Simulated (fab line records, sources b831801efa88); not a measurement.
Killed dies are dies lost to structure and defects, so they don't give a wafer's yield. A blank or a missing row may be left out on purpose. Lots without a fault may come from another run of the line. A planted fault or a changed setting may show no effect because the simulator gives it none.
One fault seen from 2 desks | flow sfq_line | each desk has only its own numbers; what lay behind them comes last

THE METROLOGY DESK
What the gauges read, lot by lot, whatever tool the lot ran on: means of the sampled wafers that have a number. A lot is out of limits, marked OUT, if its mean lies more than 4 standard deviations from the usual mean; the brackets give that distance.
Columns: A = I6_BOW at SFQ_I6_BOW_MEAS_941, usual 4 um; B = I6_OVL at SFQ_I6_OVL_MEAS_942, usual 2 nm
lot  | first seen here | A  | B
L100 | day 75 14:56    | 16 | -4
L102 | day 76 02:16    | 13 | -3
L107 | day 77 05:17    | 16 | 7
L108 | day 77 09:16    | 10 | -5
L109 | day 77 21:14    | 3  | -1
L110 | day 78 02:16    | 7  | 1
This desk's finding: nothing out of limits on any of the 6 lots.

THE TOOL OWNER'S DESK: rie_diel-04
The tool's own readings at SFQ_TRILAYER_I6_VIA_BARC_OPEN_VIA_ETCH_235 (etches BARC in O2, target depth 125 nm, time 41.7 s): means of the sampled wafers that have a number, for each lot that ran on this tool. A lot is out of limits, marked OUT, if its mean lies more than 4 standard deviations from the usual mean; the brackets give that distance.
Columns: A = drypump_motor_current_A at SFQ_TRILAYER_I6_VIA_BARC_OPEN_VIA_ETCH_235, usual 5.8 A; B = oes_product_au at SFQ_TRILAYER_I6_VIA_BARC_OPEN_VIA_ETCH_235, usual 0.686 a.u.
lot  | first seen here | A   | B
L102 | day 80 00:58    | 5.6 | 0.682
L108 | day 80 23:53    | 6.4 | 0.685
L109 | day 81 14:17    | 5.8 | 0.689
This desk's finding: nothing out of limits on any of the 3 lots.

PUT TOGETHER
The metrology desk saw nothing out of limits.
The tool owner's desk saw nothing out of limits.

WHAT THE SIMULATOR HAD PUT IN
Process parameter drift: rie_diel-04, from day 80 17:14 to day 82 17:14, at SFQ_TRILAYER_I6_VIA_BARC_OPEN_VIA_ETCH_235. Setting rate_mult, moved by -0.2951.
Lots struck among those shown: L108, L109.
